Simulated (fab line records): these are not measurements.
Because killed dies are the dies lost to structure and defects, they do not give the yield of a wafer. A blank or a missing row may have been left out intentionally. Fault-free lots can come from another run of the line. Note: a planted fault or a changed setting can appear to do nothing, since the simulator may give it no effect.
Struck lot and sound lot, side by side	flow sky130	30 out of 708 route steps
Sound: the wafers L114.3, L114.4, L114.5. The struck wafers were L113.4, L113.5, L113.6. Last of all comes the cause.
Per side, at each step with rows, come the tool, then ch with its chambers, and then its first start. Under that, the readings that differ: sound wafers	struck wafers	difference of the means	sigmas: that difference in standard deviations of wafers without a fault.
alike: readings whose means differ by less than 2 such deviations, and words and numbers that are the same on both sides. not compared: withheld readings, readings that some wafer has no value for, bounds like >300 that may hide the same value, and numbers for which the record gives no deviation and whose values overlap.
Wherever a step has rows on one side only, a row that says differs or no value, or a row with sigmas, the two part there. Numbers that don't overlap but have no deviation are shown without sigmas and don't part them. A reading missing from all wafers of one side parts the sides only when that side holds two or more wafers.

SKY_PWDE_STRIP_09: strips in O2/N2.
  sound on plasma-asher-02 ch 0,1, day 7 23:49; struck on plasma-asher-04 ch 0,1, day 7 17:40
  alike: drypump-motor-current-A, oes-product-au, strip-time-to-endpoint-s
  not compared: rf-hours-counter-h
SKY_PWDE_TW_MEAS_10:
  struck on film-metro-02, day 7 17:45; sound on film-metro-01, day 7 23:55
reading	sound	struck	difference	sigmas
PWDE_TW	379 378 378	369 371 370	-8	-2
then, 7 steps without rows for these wafers: SKY_NWELL_DEHYDRATE_03 (time 60 s); SKY_NWELL_HMDS_04 (prime time 60 s); SKY_NWELL_COAT_05 (resist thk 3000 nm); SKY_NWELL_SOFTBAKE_06; SKY_NWELL_EXPOSE_07 (exposes mask NWM, target cd 840 nm); SKY_NWELL_PEB_08; SKY_NWELL_DEVELOP_09 (develop time 60 s).
SKY_NWELL_OVL_MEAS_10:
  struck on overlay-02, day 8 12:58; sound on overlay-02, day 8 20:31
  alike: NWELL_00_OVL
then, 2 steps without rows for these wafers: SKY_NWELL_IMPLANT_11; SKY_NWELL_IMPLANT_12.
SKY_NWELL_IMPLANT_13:
  sound on implanter-01 ch 0, day 8 20:53; struck on implanter-04 ch 0, day 8 13:21
reading	sound	struck	difference	sigmas
dose-ions-cm2	6.989e+11 6.995e+11 6.989e+11	4.69e+11 4.694e+11 4.682e+11	-2.30e+11	-99 or more
faraday-current-uA	3.93 3.99 3.89	2.68 2.67 2.66	-1.27	-15
  alike: beam-energy-keV
SKY_NWELL_STRIP_14: strips in O2/N2.
  sound on plasma-asher-03 ch 0,1, day 8 21:01; struck on plasma-asher-03 ch 0,1, day 8 13:28
  alike: drypump-motor-current-A, oes-product-au, strip-time-to-endpoint-s
  not compared: rf-hours-counter-h
SKY_NWELL_TW_MEAS_15:
  struck on film-metro-01, day 8 13:34; sound on film-metro-02, day 8 21:07
reading	sound	struck	difference	sigmas
NWELL_TW	1794 1796 1805	1844 1832 1833	+38	+2
then, 7 steps without rows for these wafers: SKY_NWELL_DEHYDRATE_16 (time 60 s); SKY_NWELL_HMDS_17 (prime time 60 s); SKY_NWELL_COAT_18 (resist thk 3000 nm); SKY_NWELL_SOFTBAKE_19; SKY_NWELL_EXPOSE_20 (exposes mask NWM COMPLEMENT, target cd 840 nm); SKY_NWELL_PEB_21; SKY_NWELL_DEVELOP_22 (develop time 60 s).
SKY_NWELL_OVL_MEAS_23:
  struck on overlay-01, day 9 10:13; sound on overlay-02, day 9 18:46
  alike: NWELL_01_OVL
following that, these wafers have no rows for 1 step: SKY_NWELL_IMPLANT_24.
SKY_NWELL_STRIP_25: strips in O2/N2.
  sound on plasma-asher-04 ch 0,1, day 9 18:58; struck on plasma-asher-04 ch 0,1, day 9 10:25
  alike: drypump-motor-current-A, oes-product-au, strip-time-to-endpoint-s
  not compared: rf-hours-counter-h
SKY_NWELL_TW_MEAS_26:
  struck on film-metro-03, day 9 10:31; sound on film-metro-01, day 9 19:03
  alike: NWELL_2_TW
then, 1 step without rows for these wafers: SKY_NWELL_CLEAN_27 (cleans in SC1/SC2, time 150 s).
SKY_NWELL_RTA_28: time 30 s.
  sound on rtp-anneal-01 ch 0, day 9 19:11; struck on rtp-anneal-02 ch 0, day 9 10:39
  alike: lamp-power-pct, wafer_temp_C_max
SKY_NWELL_RS_MEAS_29: uses a four-point probe to measure.
  struck on film-metro-03, day 9 10:46; sound on film-metro-02, day 9 19:17
reading	sound	struck	difference	sigmas
NWELL_RS (ohm/sq)	624.2 624.4 624.3	631.0 632.9 632.0	+7.7	+5
-- the record jumps here: 40 days lie between the struck wafers' starts before and after (it left off in module NWELL and takes up again in module PAD_OPEN, whose first step shown is number 708 of the route) --
SKY_PAD_OPEN_PROBE_99:
  struck on prober-02, day 49 17:25; sound on prober-01, day 49 18:31
reading	sound	struck	difference	sigmas
killed-on-rim	12 10 10	17 19 20	+8	+2
model.etest.pfet-g5v0d10v5.r-on-ohm-um	4882 4804 4861	4573 4521 4526	-309	
model.etest.tip_p_5v.rs-ohm-sq	2853 2866 2845	2816 2820 2804	-41	
model.etest.pfet-g5v0d10v5.drive-ua-um	332.5 333.7 332.3	357.9 361.1 365.2	+28.6	
model.etest.pfet_01v8_lvt.drive-ua-um	170.7 172 172.1	180.5 182.4 182.7	+10.3	
model.etest.pfet-g5v0d10v5.off-log10-a-um	-12.79 -12.72 -12.92	-11.54 -11.05 -11.31	+1.51	
model.etest.pfet_01v8_lvt.off-log10-a-um	-8.943 -9.048 -8.933	-8.066 -7.929 -7.868	+1.020	
model.etest.pfet-g5v0d10v5.vt-sat-v (V)	-0.6556 -0.6479 -0.6693	-0.5453 -0.4937 -0.5071	+0.1422	
  alike: killed_at_M0_to_M3, killed_at_M4_up, killed-at-contacts, killed-at-front-end, killed-at-other, killed-dies, killed-open, killed-short
  not compared: model.etest.nfet_16v.r-on-ohm-um

WHERE THEY PART
Last at SKY_PAD_OPEN_PROBE_99 as far as this record goes, first at SKY_PWDE_TW_MEAS_10.

WHY: the cause the simulator had injected
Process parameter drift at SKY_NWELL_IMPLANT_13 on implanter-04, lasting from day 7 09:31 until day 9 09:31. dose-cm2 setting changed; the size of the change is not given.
